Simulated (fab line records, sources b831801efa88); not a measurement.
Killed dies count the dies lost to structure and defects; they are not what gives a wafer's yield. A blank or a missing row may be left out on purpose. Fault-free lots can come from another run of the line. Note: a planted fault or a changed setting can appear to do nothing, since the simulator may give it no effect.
A single fault, viewed from 2 desks || flow gf180mcu || each desk has only its own numbers; what lay behind them comes last

## THE METROLOGY DESK
Lot by lot, what the gauges showed, no matter which tool ran the lot: averages of those sampled wafers that carry a number. Marked OUT: a lot whose mean sits more than 4 standard deviations from the usual mean, which makes it out of limits; the brackets give that distance.
Columns: A = cd_nm at GF_V5_CD_MEAS_14, usual 260.0 nm; B = V5_OVL at GF_V5_OVL_MEAS_15, usual 0 nm
{"lot": "L162", "first seen here": "day 27 02:41", "A": 258.9, "B": 1}
{"lot": "L163", "first seen here": "day 28 01:55", "A": 259.8, "B": -8}
{"lot": "L165", "first seen here": "day 28 09:27", "A": 261.4, "B": 7}
{"lot": "L164", "first seen here": "day 28 12:05", "A": 260.4, "B": 2}
{"lot": "L167", "first seen here": "day 29 03:40", "A": 260.9, "B": 6}
{"lot": "L169", "first seen here": "day 29 16:36", "A": 260.1, "B": -9}
{"lot": "L171", "first seen here": "day 30 08:34", "A": 260.4, "B": 6}
{"lot": "L172", "first seen here": "day 30 09:56", "A": 258.3, "B": -5}
{"lot": "L173", "first seen here": "day 30 17:27", "A": 260.7, "B": -5}
{"lot": "L174", "first seen here": "day 30 20:00", "A": 260.4, "B": 2}
{"lot": "L175", "first seen here": "day 31 01:30", "A": 258.9, "B": 1}
{"lot": "L177", "first seen here": "day 31 16:55", "A": 261.2, "B": 2}
{"lot": "L178", "first seen here": "day 31 21:54", "A": 259.2, "B": -0}
{"lot": "L185", "first seen here": "day 33 10:39", "A": 259.5, "B": 5}
This desk's finding: nothing out of limits on any of the 14 lots.

## FOR THE TOOL OWNER'S DESK: furnace-02
The tool's own readings at GF_DUAL_GATE_OXIDATION_15 (stabilise 600 s, purge 300 s, target thk 7.098 nm): means of the sampled wafers that have a number, for each lot that ran on this tool. Marked OUT: a lot whose mean sits more than 4 standard deviations from the usual mean, which makes it out of limits; the brackets give that distance.
Columns: A = spike_tc_centre_C at GF_DUAL_GATE_OXIDATION_15, usual 851.0 C; B = zone_power_bottom_pct at GF_DUAL_GATE_OXIDATION_15, usual 19.9 %; C = zone_power_lower_pct at GF_DUAL_GATE_OXIDATION_15, usual 15.7 %
{"lot": "L163", "first seen here": "day 9 04:50", "A": 850.9, "B": 19.0, "C": 14.8}
{"lot": "L164", "first seen here": "day 9 11:29", "A": 850.5, "B": 19.1, "C": 14.9}
{"lot": "L165", "first seen here": "day 9 11:29", "A": 850.2, "B": 18.8, "C": 15.0}
{"lot": "L169", "first seen here": "day 10 16:59", "A": 851.8, "B": 19.0, "C": 14.9}
{"lot": "L171", "first seen here": "day 11 07:55", "A": 850.6, "B": 19.1, "C": 14.8}
{"lot": "L172", "first seen here": "day 11 07:55", "A": 851.1, "B": 19.2, "C": 14.7}
{"lot": "L173", "first seen here": "day 11 16:31", "A": 850.0, "B": 19.2, "C": 14.8}
{"lot": "L174", "first seen here": "day 11 21:31", "A": 850.8, "B": 19.3, "C": 15.0}
{"lot": "L175", "first seen here": "day 12 00:56", "A": 850.6, "B": 19.2, "C": 14.8}
{"lot": "L177", "first seen here": "day 12 18:05", "A": 850.8, "B": 18.9, "C": 14.8}
{"lot": "L178", "first seen here": "day 12 21:49", "A": 850.7, "B": 19.1, "C": 14.7}
This desk's finding: nothing out of limits on any of the 11 lots.

## BROUGHT TOGETHER
The metrology desk saw nothing out of limits.
The desk of the tool owner found nothing out of limits.

## WHAT THE SIMULATOR HAD INSERTED
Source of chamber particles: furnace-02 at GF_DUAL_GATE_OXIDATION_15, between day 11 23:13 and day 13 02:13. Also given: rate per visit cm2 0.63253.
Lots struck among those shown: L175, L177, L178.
